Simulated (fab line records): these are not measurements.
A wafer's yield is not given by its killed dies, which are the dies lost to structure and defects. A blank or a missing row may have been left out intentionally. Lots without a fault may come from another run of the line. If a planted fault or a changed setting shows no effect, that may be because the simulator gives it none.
Which tool did it?	flow sky130	21 wafers from 7 lots sampled at 4 of the route's 708 steps

WHAT THE GAUGES READ, wafer by wafer
SKY_CAP2M_RS_MEAS_03: a four-point-probe measurement.
lot	measured	on	CAP2M_TIN_RS (ohm/sq)
L673	day 40 09:28	filmMetro-02	6.99 7.01 6.91
L675	day 41 03:23	filmMetro-03	6.90 6.90 6.94
L679	day 42 14:37	filmMetro-01	6.89 6.93 6.94
L684	day 43 15:58	filmMetro-02	6.78 6.83 6.84
L690	day 45 11:33	filmMetro-01	6.78 6.88 6.79
L694	day 45 23:16	filmMetro-03	6.87 6.82 6.76

TOOL THAT RAN EACH LOT (tool first, then ch and the chambers of the sampled wafers, then the start)
lot	SKY_VIA3_ETCH_15	SKY_VIA3_STRIP_16	SKY_CAP2M_CVD_00
L673	rieDiel-04 ch 2,3, day 40 07:43	plasmaAsher-01 ch 0,1, day 40 07:48	pecvd-01 ch 0,1,2, day 40 09:14
L675	rieDiel-04 ch 1,2,3, day 41 01:41	plasmaAsher-03 ch 0,1, day 41 01:45	pecvd-03 ch 1,2, day 41 03:12
L679	rieDiel-04 ch 2,3, day 42 12:58	plasmaAsher-04 ch 0,1, day 42 13:01	pecvd-01 ch 0,1,2, day 42 14:26
L682	rieDiel-04 ch 1,3, day 43 03:05	plasmaAsher-04 ch 0,1, day 43 03:09	-
L684	rieDiel-02 ch 0,1,2, day 43 14:17	plasmaAsher-03 ch 0,1, day 43 14:21	pecvd-04 ch 1,2, day 43 15:46
L690	rieDiel-02 ch 0,1,2, day 45 09:53	plasmaAsher-03 ch 0,1, day 45 09:57	pecvd-04 ch 1,2, day 45 11:22
L694	rieDiel-02 ch 1,2, day 45 21:37	plasmaAsher-01 ch 0,1, day 45 21:40	pecvd-01 ch 0,1, day 45 23:05
- SKY_VIA3_ETCH_15: etches SiO2 in C4F8/O2/Ar, stops on TiN, target depth 507 nm, time 78 s.
- SKY_VIA3_STRIP_16: strips in O2/N2.
- SKY_CAP2M_CVD_00: deposits SiO2, target thk 15.5 nm.

THE ANSWER, worked out from the rows above alone
Rule: the lots themselves supply what counts as usual. The widest of any qualifying gaps counts: lots, ordered by their means at a reading, are off when they make up no more than a third of the lots, leave a main group of 4 or more, and stand apart from it by 3 or more times the standard deviation of that group's means. A main group whose means are all the same, to the digits that the tables above print for the reading, isn't used. A lot without any number at a reading at which 4 lots or more have one is off too. All remaining lots with rows at the step are treated as sound.
No lot is off on any of the readings shown, so nothing can be concluded from this.

WHAT THE SIMULATOR HAD PUT IN
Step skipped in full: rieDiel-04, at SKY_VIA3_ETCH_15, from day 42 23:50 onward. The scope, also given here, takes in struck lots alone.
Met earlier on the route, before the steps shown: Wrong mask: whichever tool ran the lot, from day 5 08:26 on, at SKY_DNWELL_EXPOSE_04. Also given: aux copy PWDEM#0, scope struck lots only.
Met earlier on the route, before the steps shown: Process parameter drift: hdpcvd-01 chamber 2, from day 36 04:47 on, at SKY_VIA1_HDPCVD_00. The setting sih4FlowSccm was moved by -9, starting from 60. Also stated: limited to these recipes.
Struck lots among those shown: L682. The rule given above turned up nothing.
